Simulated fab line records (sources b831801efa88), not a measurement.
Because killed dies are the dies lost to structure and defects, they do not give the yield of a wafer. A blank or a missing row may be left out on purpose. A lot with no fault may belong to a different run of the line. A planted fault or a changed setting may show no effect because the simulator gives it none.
The tool behind it: which one?    flow gf180mcu    Sampling: 14 lots, 42 wafers, 3 of 602 route steps

== WHAT EACH GAUGE READ, for each wafer ==
GF_VT_IMPLANT_OVL_MEAS_40. Usual: for VT_IMPLANT_03_OVL the level is -0.1 nm and the standard deviation is 1.3.
lot   measured      on          VT_IMPLANT_03_OVL (nm)  flag
L463  day 7 09:52   overlay-02  -2.6 -0.8 -1.4          
L464  day 7 17:34   overlay-02  1.6 1.5 1.6             
L465  day 8 00:13   overlay-02  0.8 -0.6 -2.4           
L468  day 8 18:40   overlay-02  0.2 1.8 2.7             
L469  day 9 02:19   overlay-01  0.7 0.5 1.1             
L472  day 9 21:31   overlay-01  0.6 -0.2 -0.6           
L474  day 10 12:54  overlay-01  -0.7 -0.8 0.2           
L476  day 10 23:01  overlay-01  0.1 -1.5 -1.9           
L477  day 11 04:16  overlay-01  0.7 -1.8 -0.6           
L478  day 11 14:29  overlay-02  -1.8 -2.3 -0.2          
L483  day 13 01:33  overlay-02  0.6 2.9 0.5             
L484  day 13 16:34  overlay-01  -0.3 -1.2 1.1           
L486  day 14 01:05  overlay-02  0.1 0.3 -2.9            
L485  day 14 02:01  overlay-01  -0.2 -1.3 0.2           

GF_HV_LDD_TW_MEAS_38. Usual: for HV_LDD_3_TW the level is 1427 and the standard deviation is 6.6.
lot   measured      on            HV_LDD_3_TW     flag
L463  day 11 12:59  filmMetro-03  1428 1434 1438  
L464  day 11 22:35  filmMetro-03  1429 1435 1429  
L465  day 12 05:14  filmMetro-03  1429 1432 1431  
L468  day 12 23:07  filmMetro-04  1428 1431 1429  
L469  day 13 07:02  filmMetro-04  1434 1440 1435  
L472  day 14 09:08  filmMetro-03  1416 1425 1419  
L474  day 14 22:32  filmMetro-03  1427 1425 1431  
L476  day 15 11:55  filmMetro-02  1420 1412 1416  
L477  day 15 22:18  filmMetro-04  1429 1427 1432  
L478  day 16 06:31  filmMetro-02  1431 1428 1427  
L483  day 18 02:05  filmMetro-04  1426 1422 1430  
L484  day 18 16:38  filmMetro-03  1423 1426 1428  
L486  day 19 01:56  filmMetro-04  1438 1426 1427  
L485  day 19 06:40  filmMetro-03  1429 1421 1433  

GF_HV_LDD_THK_MEAS_55. Usual: for HV_LDD_CVD_54_THK the level is 10.04 nm and the standard deviation is 0.11.
lot   measured      on            HV_LDD_CVD_54_THK (nm)  flag
L463  day 12 09:30  filmMetro-02  10.05 9.94 10.02        
L464  day 12 19:13  filmMetro-03  10.02 9.96 10.06        
L465  day 13 02:34  filmMetro-02  10.11 10.05 10.16       
L468  day 13 20:46  filmMetro-03  10.02 10.01 9.89        
L469  day 14 05:42  filmMetro-03  10.07 10.06 10.03       
L472  day 15 07:55  filmMetro-02  10.05 10.36 10.27       
L474  day 15 22:28  filmMetro-03  10.02 10.04 10.12       
L476  day 16 10:58  filmMetro-03  10.04 10.01 10.21       
L477  day 16 22:06  filmMetro-03  9.83 9.73 9.93          
L478  day 17 07:02  filmMetro-04  10.03 10.06 10.05       
L483  day 19 03:22  filmMetro-02  10.04 10.10 10.07       
L484  day 19 19:11  filmMetro-03  10.08 10.15 10.06       
L486  day 20 04:34  filmMetro-03  9.85 9.97 9.92          
L485  day 20 08:27  filmMetro-02  10.14 10.09 10.12       

== WHICH TOOL RAN EACH LOT (tool, then ch and the chambers of the sampled wafers, then the start) ==
Before these readings, the record contains no process step.

== WHAT THE TOOLS THEMSELVES READ (means of the sampled wafers that have a number; where no wafer has one, the mark that the record gives instead) ==
The record holds no such reading with a usual standard deviation.

== THE ANSWER, worked out from the rows above alone ==
Rule: lot off if the mean of its wafers having a number is beyond 3 standard deviations from the usual mean. Also off: a lot with no number at a reading for which 4 or more lots have one. All remaining lots with rows at the step are treated as sound. After the gauges, taken in route order, come the tools' own readings; for these a lot's mean is taken, as printed above. The first step at which some lot is off is used, and at that step the reading that is off furthest; a lot without a number counts as furthest.
No lot is off on any of the readings shown, so nothing can be concluded from this.

== WHAT WAS PUT IN BY THE SIMULATOR ==
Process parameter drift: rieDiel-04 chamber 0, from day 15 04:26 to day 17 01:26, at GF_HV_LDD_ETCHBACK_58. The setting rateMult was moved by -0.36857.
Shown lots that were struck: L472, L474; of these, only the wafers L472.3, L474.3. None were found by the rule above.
